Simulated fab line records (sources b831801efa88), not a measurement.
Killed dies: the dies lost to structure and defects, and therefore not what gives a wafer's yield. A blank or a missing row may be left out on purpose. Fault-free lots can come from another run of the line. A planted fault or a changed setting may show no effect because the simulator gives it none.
fab line records | flow sky130
record: lots: 6 | wafers: 18 | last_day: 50
route steps=708 shown LDD_N@252 LDD_P@255 PAD_OPEN@708
lots that met no fault: taken from a fault-free run of the same line
start_h: the number of hours between the record's first day and the start of the first shown wafer of the lot | wait_h: hours from the lot's prior step to this one | " the same as in the row above | L1.1+2: a single row standing in for several wafers | - no value present, or no start provided | * or withheld: withheld | < > ~ a bound
route shown NAME@n: NAME is a module with steps in the file, n the number in the route of the first one | usual: average and standard deviation across the fault-free wafers | same: alike in all rows | chamber/n: place in a boat | sites: per-site readings | _std_site: their standard deviation | _edge_site: outer sites' mean less inner sites' | radius_mm: how far each site lies from the wafer's centre | mask NAME#n: copy n | behind: the most recent tool/chamber to have shaped the wafer | hold: reason for holding the lot/hours on hold/outcome of the hold | device: whichever transistor did not switch (one of n, p or np) | end of line: tests run on the same wafers once the route is complete | a step given without rows: its recipe and nothing more | killed: dies that structure and defects cost at the first sort, which is not the same as the wafer's yield | map: the dies of a wafer, with x for killed, . for not killed, _ for no die there
set.NAME: the setting the step ran with; set.NAME@STEP: the setting that earlier step ran with | model.NAME: the simulator's own value behind a step, which no gauge read
lots seen at some steps along the route; tables by step, rows by wafer
services: when a tool's chamber went out of use (start_h, in hours from the record's first day, below 0 if earlier), for how many hours, and the reason
== steps ==
step: SKY_LDD_N_IMPLANT_15
recipe: species: BF2 | energy_kev: 50 | dose_cm2: 5e+12 | tilt_deg: 30 | rotation_deg: 270
step: SKY_LDD_N_STRIP_16
recipe: chemistry: O2/N2 | power_w: 1400 | pressure_mtorr: 1500 | platen_temp_c: withheld | o2_flow_sccm: 3000 | n2_flow_sccm: 300 | overash_fraction: 0.5
usual: drypump_motor_current_A: 5.6/0.52 | oes_product_au: 0.407/0.0049 | strip_time_to_endpoint_s: 4.317/0.013
lot.wafer | tool            | chamber | start_h | wait_h | drypump_motor_current_A | oes_product_au | rf_hours_counter_h | strip_time_to_endpoint_s
L567.2    | plasma_asher-01 | 1       | 416.58  | 0.1    | 6.0                     | 0.411          | 73                 | 4.314
L567.3    | "               | 1       | "       | "      | 6.0                     | 0.418          | -                  | 4.323
L567.4    | "               | 0       | "       | "      | 5.3                     | 0.407          | -                  | 4.310
L579.3    | plasma_asher-01 | 1       | 533.09  | 0.1    | 5.9                     | 0.408          | -                  | 4.315
L579.4    | "               | 0       | "       | "      | 5.3                     | 0.403          | -                  | 4.318
L579.6    | "               | 0       | "       | "      | 5.3                     | 0.412          | -                  | 4.320
L582.1    | plasma_asher-01 | 0       | 558.61  | 0.1    | 5.3                     | 0.401          | 87                 | 4.306
L582.3    | "               | 0       | "       | "      | 5.3                     | 0.401          | -                  | 4.312
L582.5    | "               | 0       | "       | "      | 5.3                     | 0.402          | -                  | 4.324
L585.4    | plasma_asher-03 | 1       | 578.14  | 0.1    | 6.1                     | 0.412          | -                  | 4.322
L585.5    | "               | 1       | "       | "      | 6.1                     | 0.403          | -                  | 4.290
L585.6    | "               | 0       | "       | "      | 4.8                     | 0.399          | -                  | 4.322
L587.1    | plasma_asher-04 | 1       | 595.71  | 0.1    | 4.9                     | 0.418          | 46                 | 4.288
L587.3    | "               | 0       | "       | "      | 6.2                     | 0.402          | -                  | 4.307
L587.6    | "               | 0       | "       | "      | 6.2                     | 0.403          | -                  | 4.299
L588.1    | plasma_asher-04 | 0       | 601.15  | 0.1    | 6.2                     | 0.408          | 46                 | 4.316
L588.2    | "               | 1       | "       | "      | 5.0                     | 0.409          | 46                 | 4.315
L588.5    | "               | 1       | "       | "      | 5.0                     | 0.412          | -                  | 4.316
step: SKY_LDD_N_TW_MEAS_17
usual: LDD_N_TW: 2574/17
lot.wafer | tool          | chamber | start_h | wait_h | LDD_N_TW
L567.2    | film_metro-04 | -       | 416.69  | 0.1    | 2610
L567.3    | "             | -       | "       | "      | 2602
L567.4    | "             | -       | "       | "      | 2596
L579.3    | film_metro-04 | -       | 533.18  | 0.1    | 2586
L579.4    | "             | -       | "       | "      | 2585
L579.6    | "             | -       | "       | "      | 2602
L582.1    | film_metro-04 | -       | 558.71  | 0.1    | 2584
L582.3    | "             | -       | "       | "      | 2592
L582.5    | "             | -       | "       | "      | 2586
L585.4    | film_metro-01 | -       | 578.24  | 0.1    | 2569
L585.5    | "             | -       | "       | "      | 2568
L585.6    | "             | -       | "       | "      | 2560
L587.1    | film_metro-01 | -       | 595.81  | 0.1    | 2585
L587.3    | "             | -       | "       | "      | 2568
L587.6    | "             | -       | "       | "      | 2558
L588.1    | film_metro-03 | -       | 601.25  | 0.1    | 2566
L588.2    | "             | -       | "       | "      | 2584
L588.5    | "             | -       | "       | "      | 2570
step: SKY_LDD_P_DEHYDRATE_00
recipe: temp_c: 200 | time_s: 60
step: SKY_LDD_P_HMDS_01
recipe: prime_time_s: 60 | prime_temp_c: 120
step: SKY_LDD_P_COAT_02
recipe: resist: NOVOLAK | spin_rpm: 3000 | resist_thk_nm: 1140
step: SKY_LDD_P_SOFTBAKE_03
recipe: temp_c: 90 | time_s: 60 | resist: NOVOLAK
step: SKY_LDD_P_EXPOSE_04
recipe: mask_id: PSDM | na: 0.6 | source_shape: conventional | sigma_outer: 0.6 | polarization: unpolarized | target_cd_nm: 380 | dose_mj: 138
step: SKY_LDD_P_PEB_05
recipe: temp_c: withheld | time_s: * | resist: NOVOLAK
step: SKY_LDD_P_DEVELOP_06
recipe: resist: NOVOLAK | developer: TMAH | develop_time_s: 60 | dev_temp_c: 23
step: SKY_LDD_P_CD_MEAS_07
recipe: target_cd_nm: 380
usual: cd_nm: 378.9/2.7
lot.wafer | tool      | chamber | start_h | wait_h | cd_nm
L567.2    | cd_sem-02 | -       | 446.33  | 0.1    | 374.6
L567.3    | "         | -       | "       | "      | 375.2
L567.4    | "         | -       | "       | "      | 376.6
L579.3    | cd_sem-01 | -       | 563.11  | 0.1    | 377.3
L579.4    | "         | -       | "       | "      | 380.1
L579.6    | "         | -       | "       | "      | 378.6
L582.1    | cd_sem-01 | -       | 588.02  | 0.1    | 380.7
L582.3    | "         | -       | "       | "      | 381.1
L582.5    | "         | -       | "       | "      | 380.7
L585.4    | cd_sem-01 | -       | 606.75  | 0.1    | 379.9
L585.5    | "         | -       | "       | "      | 379.2
L585.6    | "         | -       | "       | "      | 377.8
L587.1    | cd_sem-02 | -       | 624.86  | 0.1    | 380.6
L587.3    | "         | -       | "       | "      | 382.1
L587.6    | "         | -       | "       | "      | 380.4
L588.1    | cd_sem-02 | -       | 630.17  | 0.1    | 380.7
L588.2    | "         | -       | "       | "      | 379.1
L588.5    | "         | -       | "       | "      | 380.7
step: SKY_LDD_P_OVL_MEAS_08
usual: LDD_P_OVL: -0.3/1.3
lot.wafer | tool       | chamber | start_h | wait_h | LDD_P_OVL[nm]
L567.2    | overlay-01 | -       | 446.44  | 0.1    | 0.3
L567.3    | "          | -       | "       | "      | -0.5
L567.4    | "          | -       | "       | "      | 0.8
L579.3    | overlay-02 | -       | 563.21  | 0.1    | -3.0
L579.4    | "          | -       | "       | "      | -2.5
L579.6    | "          | -       | "       | "      | 0.1
L582.1    | overlay-02 | -       | 588.14  | 0.1    | 0.4
L582.3    | "          | -       | "       | "      | -2.0
L582.5    | "          | -       | "       | "      | -0.4
L585.4    | overlay-02 | -       | 606.83  | 0.1    | 0.5
L585.5    | "          | -       | "       | "      | -0.1
L585.6    | "          | -       | "       | "      | -0.9
L587.1    | overlay-02 | -       | 624.98  | 0.1    | -0.5
L587.3    | "          | -       | "       | "      | 0.4
L587.6    | "          | -       | "       | "      | -0.6
L588.1    | overlay-02 | -       | 630.29  | 0.1    | 0.3
L588.2    | "          | -       | "       | "      | 0.1
L588.5    | "          | -       | "       | "      | -0.9
step: SKY_LDD_P_IMPLANT_09
recipe: species: BF2 | energy_kev: 25 | dose_cm2: 1e+13 | tilt_deg: withheld
usual: dose_ions_cm2: 9.999e+12/9.3e+09 | faraday_current_uA: 56.6/1.1
lot.wafer | tool         | chamber | start_h | wait_h | dose_ions_cm2 | faraday_current_uA
L567.2    | implanter-02 | 0       | 446.49  | 0.0    | 1.0002e+13    | 57.0
L567.3    | "            | 0       | "       | "      | 9.986e+12     | 55.4
L567.4    | "            | 0       | "       | "      | 1e+13         | 57.6
L579.3    | implanter-04 | 0       | 563.28  | 0.1    | 9.995e+12     | 56.7
L579.4    | "            | 0       | "       | "      | 1.0003e+13    | 56.2
L579.6    | "            | 0       | "       | "      | 1.0007e+13    | 57.2
L582.1    | implanter-02 | 0       | 588.18  | 0.0    | 8.472e+12     | 49.3
L582.3    | "            | 0       | "       | "      | 8.471e+12     | 48.3
L582.5    | "            | 0       | "       | "      | 8.454e+12     | 47.1
L585.4    | implanter-02 | 0       | 606.92  | 0.1    | 8.465e+12     | 46.3
L585.5    | "            | 0       | "       | "      | 8.457e+12     | 47.0
L585.6    | "            | 0       | "       | "      | 8.464e+12     | 47.8
L587.1    | implanter-04 | 0       | 625.02  | 0.0    | 9.974e+12     | 55.0
L587.3    | "            | 0       | "       | "      | 9.994e+12     | 57.8
L587.6    | "            | 0       | "       | "      | 9.989e+12     | 54.8
L588.1    | implanter-03 | 0       | 630.33  | 0.0    | 1.0013e+13    | 55.5
L588.2    | "            | 0       | "       | "      | 9.996e+12     | 56.1
L588.5    | "            | 0       | "       | "      | 9.998e+12     | 56.6
step: SKY_LDD_P_STRIP_10
recipe: chemistry: O2/N2 | power_w: 1400 | pressure_mtorr: 1500 | platen_temp_c: withheld | o2_flow_sccm: 3000 | n2_flow_sccm: 300 | overash_fraction: 0.5
usual: drypump_motor_current_A: 5.7/0.35 | oes_product_au: 0.715/0.0048 | strip_time_to_endpoint_s: 14.20/0.034
lot.wafer | tool            | chamber | start_h | wait_h | drypump_motor_current_A | oes_product_au | rf_hours_counter_h | strip_time_to_endpoint_s
L567.2    | plasma_asher-02 | 1       | 446.62  | 0.1    | 5.9                     | 0.716          | 1                  | 14.16
L567.3    | "               | 0       | "       | "      | 5.8                     | 0.719          | -                  | 14.15
L567.4    | "               | 1       | "       | "      | 5.9                     | 0.723          | -                  | 14.15
L579.3    | plasma_asher-04 | 0       | 563.41  | 0.1    | 6.2                     | 0.706          | -                  | 14.20
L579.4    | "               | 1       | "       | "      | 5.0                     | 0.710          | -                  | 14.22
L579.6    | "               | 1       | "       | "      | 5.0                     | 0.716          | -                  | 14.19
L582.1    | plasma_asher-02 | 1       | 588.33  | 0.1    | 5.9                     | 0.711          | 16                 | 14.21
L582.3    | "               | 0       | "       | "      | 5.8                     | 0.715          | -                  | 14.20
L582.5    | "               | 0       | "       | "      | 5.8                     | 0.717          | -                  | 14.21
L585.4    | plasma_asher-01 | 1       | 607.03  | 0.1    | 6.0                     | 0.714          | -                  | 14.14
L585.5    | "               | 0       | "       | "      | 5.3                     | 0.716          | -                  | 14.16
L585.6    | "               | 1       | "       | "      | 6.0                     | 0.713          | -                  | 14.17
L587.1    | plasma_asher-01 | 1       | 625.17  | 0.1    | 6.0                     | 0.715          | 94                 | 14.20
L587.3    | "               | 1       | "       | "      | 5.9                     | 0.718          | -                  | 14.20
L587.6    | "               | 1       | "       | "      | 5.9                     | 0.718          | -                  | 14.19
L588.1    | plasma_asher-01 | 1       | 630.48  | 0.1    | 6.0                     | 0.724          | 95                 | 14.22
L588.2    | "               | 0       | "       | "      | 5.3                     | 0.709          | 95                 | 14.17
L588.5    | "               | 1       | "       | "      | 5.9                     | 0.713          | -                  | 14.17
step: SKY_LDD_P_TW_MEAS_11
usual: LDD_P_TW: 631/3.6
lot.wafer | tool          | chamber | start_h | wait_h | hold                     | LDD_P_TW
L567.2    | film_metro-04 | -       | 446.73  | 0.1    | -                        | 633
L567.3    | "             | -       | "       | "      | -                        | 634
L567.4    | "             | -       | "       | "      | -                        | 634
L579.3    | film_metro-03 | -       | 563.50  | 0.1    | -                        | 629
L579.4    | "             | -       | "       | "      | -                        | 626
L579.6    | "             | -       | "       | "      | -                        | 629
L582.1    | film_metro-04 | -       | 588.43  | 0.1    | await_dispo/0.2h/release | 599
L582.3    | "             | -       | "       | "      | await_dispo/0.2h/release | 601
L582.5    | "             | -       | "       | "      | await_dispo/0.2h/release | 603
L582.1    | film_metro-04 | -       | 588.66  | 0.2    | -                        | 603
L582.3    | "             | -       | "       | "      | -                        | 600
L582.5    | "             | -       | "       | "      | -                        | 602
L585.4    | film_metro-03 | -       | 607.13  | 0.1    | await_dispo/0.2h/release | 597
L585.5    | "             | -       | "       | "      | await_dispo/0.2h/release | 599
L585.6    | "             | -       | "       | "      | await_dispo/0.2h/release | 598
L585.4    | film_metro-03 | -       | 607.35  | 0.2    | -                        | 594
L585.5    | "             | -       | "       | "      | -                        | 597
L585.6    | "             | -       | "       | "      | -                        | 597
L587.1    | film_metro-03 | -       | 625.27  | 0.1    | -                        | 628
L587.3    | "             | -       | "       | "      | -                        | 627
L587.6    | "             | -       | "       | "      | -                        | 626
L588.1    | film_metro-02 | -       | 630.59  | 0.1    | -                        | 630
L588.2    | "             | -       | "       | "      | -                        | 633
L588.5    | "             | -       | "       | "      | -                        | 631
step: SKY_PAD_OPEN_PROBE_99
usual: killed_at_M0_to_M3: 44/6 | killed_at_M4_up: 3.3/2.1 | killed_at_contacts: 25/5.5 | killed_at_front_end: 15/4.3 | killed_at_other: 0.2/0.41 | killed_dies: 88/9.1 | killed_open: 48/6.6 | killed_short: 39/6.7
same: gross_dies: 492 | killed_at_back_side: 0
lot.wafer | tool      | chamber | start_h | wait_h | killed_at_M0_to_M3 | killed_at_M4_up | killed_at_contacts | killed_at_front_end | killed_at_other | killed_dies | killed_open | killed_short | model.etest.tip_p.rs_ohm_sq
L567.2    | prober-02 | -       | 1081.49 | 0.1    | 42                 | 0               | 30                 | 14                  | 0               | 86          | 47          | 39           | 6920
L567.3    | prober-02 | -       | 1081.54 | 0.2    | 35                 | 1               | 29                 | 6                   | 1               | 72          | 40          | 32           | 6906
L567.4    | prober-02 | -       | 1081.59 | 0.2    | 54                 | 4               | 22                 | 16                  | 0               | 96          | 54          | 42           | 6864
L579.3    | prober-02 | -       | 1157.17 | 0.2    | 38                 | 6               | 22                 | 16                  | 0               | 82          | 42          | 39           | 6927
L579.4    | prober-02 | -       | 1157.22 | 0.2    | 41                 | 3               | 30                 | 15                  | 0               | 89          | 52          | 37           | 6922
L579.6    | prober-02 | -       | 1157.32 | 0.2    | 41                 | 8               | 23                 | 17                  | 0               | 89          | 39          | 49           | 6934
L582.1    | prober-01 | -       | 1182.51 | 0.1    | 38                 | 1               | 22                 | 17                  | 0               | 78          | 34          | 44           | 7862
L582.3    | prober-01 | -       | 1182.61 | 0.2    | 39                 | 1               | 26                 | 13                  | 0               | 79          | 48          | 31           | 7908
L582.5    | prober-01 | -       | 1182.71 | 0.2    | 43                 | 4               | 13                 | 14                  | 0               | 74          | 44          | 30           | 7864
L585.4    | prober-02 | -       | 1187.96 | 0.2    | 37                 | 3               | 22                 | 15                  | 0               | 77          | 40          | 37           | 7788
L585.5    | prober-02 | -       | 1188.01 | 0.2    | 54                 | 1               | 38                 | 14                  | 0               | 107         | 69          | 38           | 7820
L585.6    | prober-02 | -       | 1188.06 | 0.2    | 35                 | 1               | 19                 | 18                  | 0               | 73          | 41          | 32           | 7821
L587.1    | prober-02 | -       | 1194.21 | 0.1    | 43                 | 7               | 26                 | 17                  | 0               | 93          | 51          | 42           | 6885
L587.3    | prober-02 | -       | 1194.31 | 0.2    | 35                 | 2               | 27                 | 12                  | 0               | 76          | 48          | 28           | 6899
L587.6    | prober-02 | -       | 1194.46 | 0.2    | 44                 | 3               | 27                 | 11                  | 0               | 85          | 42          | 43           | 6873
killed by level:class
L567.2 VIA2:geometric_particle:open=10 VIA1:geometric_particle:open=10 CONTACT:geometric_particle:open=8 LI_CONTACT:geometric_particle:open=8 CONTACT:geometric_particle:short=7 METAL2:geometric_particle:short=5 FIELD_ISO:geometric_particle:short=4 POLY_GATE:geometric_particle:open=4
L567.3 CONTACT:geometric_particle:open=12 VIA1:geometric_particle:open=9 METAL1:geometric_particle:short=8 CONTACT:geometric_particle:short=7 LI_CONTACT:geometric_particle:open=6 VIA2:geometric_particle:open=5 VIA2:geometric_particle:short=4 LOCAL_INTERCONNECT:geometric_particle:short=3
L567.4 VIA2:geometric_particle:open=13 VIA1:geometric_particle:open=9 VIA3:geometric_particle:open=7 CONTACT:geometric_particle:open=7 LI_CONTACT:geometric_particle:open=6 METAL1:geometric_particle:short=6 VIA2:geometric_particle:short=6 FIELD_ISO:geometric_particle:short=5
L579.3 CONTACT:geometric_particle:open=10 VIA1:geometric_particle:open=9 POLY_GATE:geometric_particle:short=6 VIA1:geometric_particle:short=6 CONTACT:geometric_particle:short=5 LI_CONTACT:geometric_particle:open=4 METAL1:geometric_particle:short=4 VIA3:geometric_particle:open=4
L579.4 VIA2:geometric_particle:open=9 CONTACT:geometric_particle:open=8 LI_CONTACT:geometric_particle:open=7 LOCAL_INTERCONNECT:geometric_particle:short=7 VIA1:geometric_particle:open=7 METAL2:geometric_particle:short=7 POLY_GATE:geometric_particle:open=5 METAL1:geometric_particle:short=5
L579.6 VIA1:geometric_particle:open=10 METAL1:geometric_particle:short=9 METAL4:geometric_particle:short=8 LI_CONTACT:geometric_particle:open=5 CONTACT:geometric_particle:open=5 VIA3:geometric_particle:open=5 FIELD_ISO:geometric_particle:short=4 LI_CONTACT:geometric_particle:short=4
L582.1 LOCAL_INTERCONNECT:geometric_particle:short=9 VIA1:geometric_particle:short=8 VIA1:geometric_particle:open=8 METAL2:geometric_particle:short=6 LI_CONTACT:geometric_particle:open=5 VIA3:geometric_particle:open=5 FIELD_ISO:geometric_particle:short=4 POLY_GATE:geometric_particle:short=4
L582.3 CONTACT:geometric_particle:open=13 VIA1:geometric_particle:open=10 LI_CONTACT:geometric_particle:open=5 VIA2:geometric_particle:open=5 POLY_GATE:geometric_particle:open=4 CONTACT:geometric_particle:short=4 METAL2:geometric_particle:short=4 VIA3:geometric_particle:open=4
L582.5 VIA1:geometric_particle:open=15 METAL2:geometric_particle:short=7 VIA3:geometric_particle:open=6 LI_CONTACT:geometric_particle:open=5 CONTACT:geometric_particle:open=4 METAL3:geometric_particle:short=4 POLY_GATE:geometric_particle:open=3 POLY_GATE:geometric_particle:short=3
L585.4 VIA1:geometric_particle:open=12 CONTACT:geometric_particle:open=8 FIELD_ISO:geometric_particle:open=5 LOCAL_INTERCONNECT:geometric_particle:short=5 VIA1:geometric_particle:short=5 FIELD_ISO:geometric_particle:short=4 LI_CONTACT:geometric_particle:open=4 METAL2:geometric_particle:short=4
L585.5 LI_CONTACT:geometric_particle:open=14 CONTACT:geometric_particle:open=13 VIA2:geometric_particle:open=12 VIA1:geometric_particle:open=10 METAL2:geometric_particle:short=7 VIA3:geometric_particle:open=7 FIELD_ISO:geometric_particle:open=6 VIA2:geometric_particle:short=6
L585.6 VIA1:geometric_particle:open=12 VIA2:geometric_particle:open=7 POLY_GATE:geometric_particle:short=6 CONTACT:geometric_particle:open=6 LI_CONTACT:geometric_particle:open=5 CONTACT:geometric_particle:short=5 FIELD_ISO:geometric_particle:open=4 FIELD_ISO:geometric_particle:short=4
L587.1 VIA2:geometric_particle:open=11 CONTACT:geometric_particle:open=11 VIA1:geometric_particle:open=8 POLY_GATE:geometric_particle:short=6 VIA3:geometric_particle:open=6 LOCAL_INTERCONNECT:geometric_particle:short=6 METAL4:geometric_particle:short=5 POLY_GATE:geometric_particle:open=4
L587.3 CONTACT:geometric_particle:open=11 VIA1:geometric_particle:open=9 LI_CONTACT:geometric_particle:open=8 VIA2:geometric_particle:open=8 METAL2:geometric_particle:short=5 LOCAL_INTERCONNECT:geometric_particle:short=4 FIELD_ISO:geometric_particle:short=3 CONTACT:geometric_particle:short=3
L587.6 VIA3:geometric_particle:open=13 CONTACT:geometric_particle:open=10 LOCAL_INTERCONNECT:geometric_particle:short=6 METAL1:geometric_particle:short=6 VIA2:geometric_particle:open=5 CONTACT:geometric_particle:short=5 VIA1:geometric_particle:open=5 POLY_GATE:geometric_particle:short=4
== services ==
tool            | chamber | start_h | hours | kind
plasma_asher-02 | -       | 421.25  | 9.0   | pm
plasma_asher-02 | 0       | 421.25  | 9.0   | vent_cycle
plasma_asher-02 | 1       | 421.25  | 9.0   | vent_cycle
plasma_asher-02 | 0       | 430.25  | -     | clean
plasma_asher-02 | 1       | 430.25  | -     | clean
implanter-02    | -       | 436.30  | 0.7   | repair
implanter-02    | -       | 461.70  | 1.5   | pm
plasma_asher-04 | -       | 505.68  | 3.7   | repair
plasma_asher-04 | -       | 535.30  | 12.7  | repair
implanter-03    | -       | 550.34  | 4.4   | pm
implanter-02    | -       | 568.68  | 1.0   | repair
implanter-04    | -       | 592.75  | 2.4   | repair
implanter-02    | -       | 623.79  | 3.9   | repair
plasma_asher-03 | -       | 624.63  | 2.8   | pm
plasma_asher-02 | -       | 625.56  | 10.3  | pm
== key ==
first_sign: step: SKY_LDD_P_IMPLANT_09 | reading: dose_ions_cm2 | direction: down | sigmas: 99+ | usual: * | struck: *
effect: step: SKY_LDD_P_IMPLANT_09 | reading: faraday_current_uA | direction: down | sigmas: 8.3 | usual: 56.6 | struck: 47.6
effect: step: SKY_LDD_P_TW_MEAS_11 | reading: visit | direction: added
effect: step: SKY_LDD_P_TW_MEAS_11 | reading: LDD_P_TW | direction: down | sigmas: 8.9 | usual: 631 | struck: 599
model_effect: step: SKY_PAD_OPEN_PROBE_99 | value: etest.tip_p.rs_ohm_sq | without: 6820 | struck: 7844
met_at SKY_LDD_P_IMPLANT_09
struck_wafers L582.1,L582.3,L582.5,L585.4,L585.5,L585.6
tester_left_out L582,L585
onset_between 446.49 588.18
fault: kind: process_parameter_drift | tool: implanter-02 | chamber: - | onset_h: 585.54 | steps: SKY_LDD_P_IMPLANT_09 | channel: dose_cm2 | offset: * | shape: step | end_h: 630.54 | acts_in: * | stated: *
tester_left_out: of these lots the tester's yield and bins aren't shown, on N5 and GAA mostly nor the transistor test; their killed dies are dies lost to structure and defects alone, not to doping, threshold or leakage, so they don't give the yield
